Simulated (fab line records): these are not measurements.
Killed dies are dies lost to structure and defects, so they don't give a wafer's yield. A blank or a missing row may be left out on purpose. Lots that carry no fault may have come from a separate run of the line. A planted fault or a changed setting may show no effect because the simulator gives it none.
Struck lot and sound lot, side by side -- flow sfq_line -- 42 out of 325 route steps
Sound: wafers L433.1, L433.4, L433.5. Struck: wafer L437.1 (left out: L437.3, L437.4 of the same lot, which were not struck); the cause appears at the end.
For every step that has rows: the tool of each side, followed by ch and its chambers, followed by its first start. Under that, the readings that differ: sound wafers -- struck wafers -- difference of the means -- sigmas: that difference in standard deviations of wafers without a fault.
alike: words and numbers the same on both sides, and readings whose means are apart by under 2 such deviations; not compared: readings that were withheld, readings missing a value for some wafer, numbers with overlapping values and no deviation given by the record, and bounds like >300 which may hide the same value.
A row with sigmas, a row that says differs or no value, or rows on one side alone: a step with any of these is where the two part. Non-overlapping numbers with no deviation appear without sigmas and do not part them. A reading that every wafer of one side lacks parts them only if that side has two wafers or more.

SFQ_L0_RS_MEAS_901: a four-point-probe measurement.
  sound: film_metro-04 at day 2 23:34; struck: film_metro-04 at day 3 19:34
  alike: L0_MONX_KI_RS
SFQ_L0_THK_MEAS_902: measures by xrf.
  sound: film_metro-04 at day 2 23:41; struck: film_metro-04 at day 3 19:41
  alike: L0_MONX_KI_THK
then, 7 steps without rows for these wafers: SFQ_TRILAYER_L0_LITHO_COAT_010 (resist thk 62 nm); SFQ_TRILAYER_L0_LITHO_COAT_005 (resist thk 600 nm); SFQ_TRILAYER_L0_LITHO_SOFTBAKE_009; SFQ_TRILAYER_L0_LITHO_EXPOSE_006 (exposes mask L0, target cd 2000 nm); SFQ_TRILAYER_L0_LITHO_PEB_008 (peb time 60 s); SFQ_TRILAYER_L0_LITHO_DEVELOP_007 (time 60 s); SFQ_TRILAYER_L0_BARC_OPEN_METAL_ETCH_010 (etches BARC in O2, target depth 125 nm, time 41.7 s).
SFQ_TRILAYER_L0_ETCH_METAL_ETCH_008: etches MoNx KI in SF6/O2, stops on SiO2, target depth 50 nm, time 25 s.
  sound on rie_metal-02 ch 0,1, day 3 13:17; struck on rie_metal-04 ch 1, day 4 11:18
reading,sound,struck,difference,sigmas
oes_product_au (a.u.),0.871 0.857 0.869,0.884,+0.018,+2
  alike: drypump_motor_current_A
  not compared: rf_hours_counter_h
SFQ_TRILAYER_L0_STRIP_STRIP_009: strips in O2.
  sound on rie_metal-02 ch 0,1, day 3 13:19; struck on rie_metal-04 ch 1, day 4 11:20
  alike: drypump_motor_current_A, oes_product_au
  not compared: rf_hours_counter_h
then, 1 step without rows for these wafers: SFQ_TRILAYER_L0_STRIP_SOLV_CLEAN_010 (cleans in NMP, time 600 s).
SFQ_TRILAYER_L0_CAP_PECVD_011: deposits SiO2 from SiH4/N2O, time 13.333 s, target thk 60 nm.
  sound on pecvd-02 ch 0,1,2, day 3 14:06; struck on pecvd-02 ch 2, day 4 12:07
reading,sound,struck,difference,sigmas
model.SiO2_of_TRILAYER_L0_CAP_PECVD_011.thk_nm (nm),59.58 60.09 60.19,86.27,+26.32,
  alike: heater_power_outer_w, heater_power_w, throttle_valve_pct
then, 6 steps without rows for these wafers: SFQ_TRILAYER_L0_VIA_LITHO_COAT_018 (resist thk 62 nm); SFQ_TRILAYER_L0_VIA_LITHO_COAT_013 (resist thk 650 nm); SFQ_TRILAYER_L0_VIA_LITHO_SOFTBAKE_017; SFQ_TRILAYER_L0_VIA_LITHO_EXPOSE_014 (exposes mask L0V, target cd 700 nm); SFQ_TRILAYER_L0_VIA_LITHO_PEB_016 (peb time 60 s); SFQ_TRILAYER_L0_VIA_LITHO_DEVELOP_015 (time 60 s).
-- the record jumps here: 5 days lie between the struck wafers' starts before and after --
SFQ_L0V_OVL_MEAS_903:
  sound: overlay-02 at day 6 13:31; struck: overlay-01 at day 9 07:37
  alike: L0V_OVL
SFQ_TRILAYER_L0_VIA_BARC_OPEN_VIA_ETCH_021: etches BARC in O2, target depth 125 nm, time 41.7 s.
  sound on rie_diel-03 ch 1,3, day 6 13:34; struck on rie_diel-04 ch 2, day 9 07:40
  alike: drypump_motor_current_A, oes_product_au
  not compared: rf_hours_counter_h
SFQ_TRILAYER_L0_VIA_ETCH_VIA_ETCH_016: etches SiO2 in CHF3, stops on MoNx KI, target depth 80 nm.
  sound on rie_diel-03 ch 1,3, day 6 13:36; struck on rie_diel-04 ch 2, day 9 07:41
reading,sound,struck,difference,sigmas
oes_product_au (a.u.),0.839 0.847 0.849,0.991,+0.146,+18
model.etch.depth_nm (nm),59.58 60.09 60.19,80.01,+20.06,
model.L0V.feature_depth_nm (nm),59.58 60.09 60.19,80.01,+20.06,
  alike: drypump_motor_current_A
then, 2 steps without rows for these wafers: SFQ_TRILAYER_L0_VIA_STRIP_STRIP_017 (strips in O2); SFQ_TRILAYER_L0_VIA_STRIP_SOLV_CLEAN_018 (cleans in NMP, time 600 s).
SFQ_TRILAYER_M0_DEP_PRE_CLEAN_020: time 15 s.
  sound: pvd_sputter-04 at day 6 14:25; struck: pvd_sputter-03 at day 9 09:08
reading,sound,struck,difference,sigmas
bias_v (V),242.2 246.4 250.1,252.1,+5.9,+2
model.SiO2_of_TRILAYER_L0_CAP_PECVD_011.thk_nm (nm),54.58 55.09 55.19,81.27,+26.32,
SFQ_TRILAYER_M0_DEP_SPUTTER_019: material Nb, target thk 200 nm, time 133.3 s.
  sound: pvd_sputter-04 at day 6 14:26; struck: pvd_sputter-03 at day 9 09:10
  alike: throttle_valve_pct
SFQ_M0_RS_MEAS_904: a four-point-probe measurement.
  sound: film_metro-02 at day 6 14:32; struck: film_metro-03 at day 9 09:15
  alike: M0_NB_RS
then, 6 steps without rows for these wafers: SFQ_TRILAYER_M0_LITHO_COAT_026 (resist thk 62 nm); SFQ_TRILAYER_M0_LITHO_COAT_021 (resist thk 600 nm); SFQ_TRILAYER_M0_LITHO_SOFTBAKE_025; SFQ_TRILAYER_M0_LITHO_EXPOSE_022 (exposes mask M0, target cd 500 nm); SFQ_TRILAYER_M0_LITHO_PEB_024 (peb time 60 s); SFQ_TRILAYER_M0_LITHO_DEVELOP_023 (time 60 s).
SFQ_M0_OVL_MEAS_906:
  sound: overlay-02 at day 7 13:41; struck: overlay-01 at day 10 01:55
  alike: M0_OVL
then, 4 steps without rows for these wafers: SFQ_TRILAYER_M0_BARC_OPEN_METAL_ETCH_031 (etches BARC in O2, target depth 125 nm, time 41.7 s); SFQ_TRILAYER_M0_ETCH_METAL_ETCH_024 (etches Nb in Cl2/Ar, stops on SiO2, target depth 240 nm, time 120 s); SFQ_TRILAYER_M0_STRIP_STRIP_025 (strips in O2); SFQ_TRILAYER_M0_STRIP_SOLV_CLEAN_026 (cleans in NMP, time 600 s).
SFQ_TRILAYER_I0_DEP_PECVD_027: deposits SiO2 from SiH4/N2O, time 111.11 s, target thk 500 nm.
  sound on pecvd-02 ch 0,1,2, day 7 14:41; struck on pecvd-01 ch 0, day 10 02:55
  alike: heater_power_outer_w, heater_power_w, throttle_valve_pct
then, 1 step without rows for these wafers: SFQ_TRILAYER_I0_CMP_CMP_028 (polishes SiO2).
SFQ_I0_BOW_MEAS_907:
  sound: film_metro-02 at day 7 17:46; struck: film_metro-01 at day 10 10:32
  alike: I0_BOW
-- the record jumps here: 69 days lie between the struck wafers' starts before and after (it left off in module I0 and takes up again in module M8, whose first step shown is number 325 of the route) --
SFQ_M8_BOW_MEAS_951:
  sound: film_metro-02 at day 76 23:10; struck: film_metro-04 at day 79 06:23
reading,sound,struck,difference,sigmas
model.etest.l0v.link_ohm,45 45.13 45.22,1e+06,+1e+06,
  alike: M8_BOW

WHERE THEY PART
Last at SFQ_TRILAYER_M0_DEP_PRE_CLEAN_020 as far as this record goes, first at SFQ_TRILAYER_L0_ETCH_METAL_ETCH_008. Later steps at which nothing parts them and some readings are alike: SFQ_TRILAYER_M0_DEP_SPUTTER_019, SFQ_M0_RS_MEAS_904, SFQ_M0_OVL_MEAS_906, SFQ_TRILAYER_I0_DEP_PECVD_027, SFQ_I0_BOW_MEAS_907, SFQ_M8_BOW_MEAS_951.

WHY: what had been put in by the simulator
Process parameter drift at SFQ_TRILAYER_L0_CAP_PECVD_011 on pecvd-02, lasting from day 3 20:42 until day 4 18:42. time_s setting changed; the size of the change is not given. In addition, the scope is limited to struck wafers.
